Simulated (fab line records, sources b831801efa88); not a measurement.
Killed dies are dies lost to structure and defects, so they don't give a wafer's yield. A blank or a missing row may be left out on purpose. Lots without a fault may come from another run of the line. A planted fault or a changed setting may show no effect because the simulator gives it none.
Problem report in the 8D (eight disciplines) form, filled by code | flow gf180mcu | the parts of the form that need people (team, actions taken, sign-off) are left out

1. THE PROBLEM
DUAL_GATE_OVL at GF_DUAL_GATE_OVL_MEAS_11 reads a mean of 56.8 nm on 9 wafers of 3 lots; wafers without a fault read 0.2 nm with a standard deviation of 1.7. That is +33 standard deviations from the usual mean.
First seen on wafer L251.1, day 11 01:32, on overlay-01. The record holds 45 wafers of 15 lots with a number at this step. Rule for "out", or "out of limits": more than 4 standard deviations from the usual mean. The other wafers with a number count as sound.

2. WHAT IT IS AND WHAT IT IS NOT
question                    | is                     | is not
which readings at this step | DUAL_GATE_OVL          | -
which lots                  | L251, L254, L255       | L241, L242, L243, L244, L245, L246, L247, L248, L260, L261, L262, L264
which wafers of those lots  | all that have a number | -
read on which gauges        | overlay-01, overlay-02 | -
when                        | from day 11 01:32      | up to then (24 sound wafers); but 12 sound wafers of L260, L261, L262, L264 came after

3. SUSPECTS, AND WHAT RULES EACH OUT
Counting: a tool at a process step up to the reading stays a suspect if it ran every lot that is out and no sound lot after the first of them.
- the gauge at GF_DUAL_GATE_OVL_MEAS_11: ruled out. The wafers that are out were read on 2 gauges (overlay-01, overlay-02).
- iline_stepper-02 at GF_DUAL_GATE_EXPOSE_08 (exposes mask Dualgate, target cd 700 nm): kept. It ran every lot that is out, first L251 (day 10 17:05), and no sound lot after that; its last sound lot up to then is L247 (day 9 18:55).
Left after counting: iline_stepper-02 at GF_DUAL_GATE_EXPOSE_08.

4. THE CAUSE (what the simulator had put in)
Scanner matching overlay: iline_stepper-02, from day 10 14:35 on, at GF_DUAL_GATE_EXPOSE_08. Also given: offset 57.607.
Counting left only this tool.

5. THE CHAIN OF EFFECTS, in route order
Each row: a reading whose mean over the struck wafers that have a number lies more than 3 standard deviations from the usual. Only readings for which the record gives a usual standard deviation are gone through. hours: the time from each lot's start at the first step in this table that gives one to its start at this step, as a median over the lots. sigmas: the change in usual standard deviations.
hours | step                     | reading       | usual  | on struck wafers | change | sigmas
0     | GF_DUAL_GATE_OVL_MEAS_11 | DUAL_GATE_OVL | 0.2 nm | 56.8             | +56.6  | +33
Later measuring or inspecting steps at which every struck wafer that the step has a row for has a number for every such reading, and none has moved that far: GF_SAB_OVL_MEAS_10, GF_SALICIDE_THK_MEAS_05.

6. WHAT WOULD HAVE CAUGHT IT SOONER
In this record the first reading out of limits at a measuring or inspecting step was taken at day 11 01:32, 11 hours after the fault began at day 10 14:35.
Of the lots that are out (3), L254, L255 began GF_DUAL_GATE_EXPOSE_08 on iline_stepper-02 after day 11 01:32. A hold on the tool at that time would have spared those 2.
